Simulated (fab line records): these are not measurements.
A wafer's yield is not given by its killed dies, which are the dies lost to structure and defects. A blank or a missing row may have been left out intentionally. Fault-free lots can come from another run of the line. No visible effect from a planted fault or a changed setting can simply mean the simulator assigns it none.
Matching of chambers -- flow gf180mcu -- GF_CONTACT_CMP_04 on cmp-01 has 4 sister chambers
The step polishes SiO2. 18 wafers are shown with their chamber, then 9 later ones without.

== WAFERS WITH THEIR CHAMBER ==
wafer,chamber,motor-current-A (A),time-to-endpoint-s (s),edge-zone-pressure-frac
L643.2,3,13.8,108,1.010
L643.4,0,12.0,109,1.003
L643.5,2,13.5,114,0.991
L644.4,3,14.1,110,1.001
L644.5,2,12.5,119,1.003
L644.6,1,12.6,112,1.002
L645.3,3,13.0,110,0.995
L645.4,2,13.1,112,1.000
L645.6,0,12.2,110,0.996
L646.1,1,12.8,107,1.004
L646.2,3,13.3,115,1.006
L646.4,0,12.3,110,1.004
L647.1,3,13.8,114,1.011
L647.3,1,12.9,104,0.995
L647.4,0,12.7,110,1.002
L652.1,2,13.5,108,1.000
L652.3,1,12.9,108,0.998
L652.4,0,12.1,111,1.007

SIGNATURES, as means of the wafers listed above
reading,chamber 0,chamber 1,chamber 2,chamber 3,scatter within a chamber
motor-current-A,12.260,12.800,13.150,13.600,0.359
time-to-endpoint-s,110.00,107.75,113.25,111.40,3.08
edge-zone-pressure-frac,1.00240,0.99975,0.99850,1.00460,0.00516
Rule: for each reading, subtract the chamber's mean from the wafer's reading, divide by that reading's scatter and square the result; add these up over the readings and take the root, which gives the wafer's distance from the chamber. The wafer belongs to the nearest chamber; if the next one is less than 2 further off, it can't be placed. The scatter: the root of (the sum of the squares of (reading less its chamber's mean) over the shown wafers, divided by (wafers less chambers)).

== WAFERS WHOSE CHAMBER IS MISSING ==
wafer,motor-current-A (A),time-to-endpoint-s (s),edge-zone-pressure-frac
L655.1,14.0,105,1.004
L655.3,13.7,104,0.997
L655.5,13.2,111,1.000
L657.2,12.6,108,1.003
L657.3,13.0,114,0.997
L657.6,12.1,110,0.999
L664.2,13.0,117,0.998
L664.3,13.9,105,1.000
L664.5,13.5,110,0.999

== WHICH CHAMBER EACH WENT THROUGH ==
wafer,from the rows above,in truth
L655.1,can't be placed: 3 or 1 or 2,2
L655.3,can't be placed: 3 or 1 or 2 or 0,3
L655.5,can't be placed: 2 or 3 or 1 or 0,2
L657.2,can't be placed: 1 or 0 or 2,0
L657.3,can't be placed: 2 or 1 or 3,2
L657.6,can't be placed: 0 or 1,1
L664.2,can't be placed: 2 or 3 or 1 or 0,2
L664.3,can't be placed: 3 or 1 or 2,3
L664.5,can't be placed: 3 or 2 or 1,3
Correctly placed: 0 of 9. Can't be placed from these rows: 9 (the true chamber is among the candidates in 9). Number placed wrongly: 0.
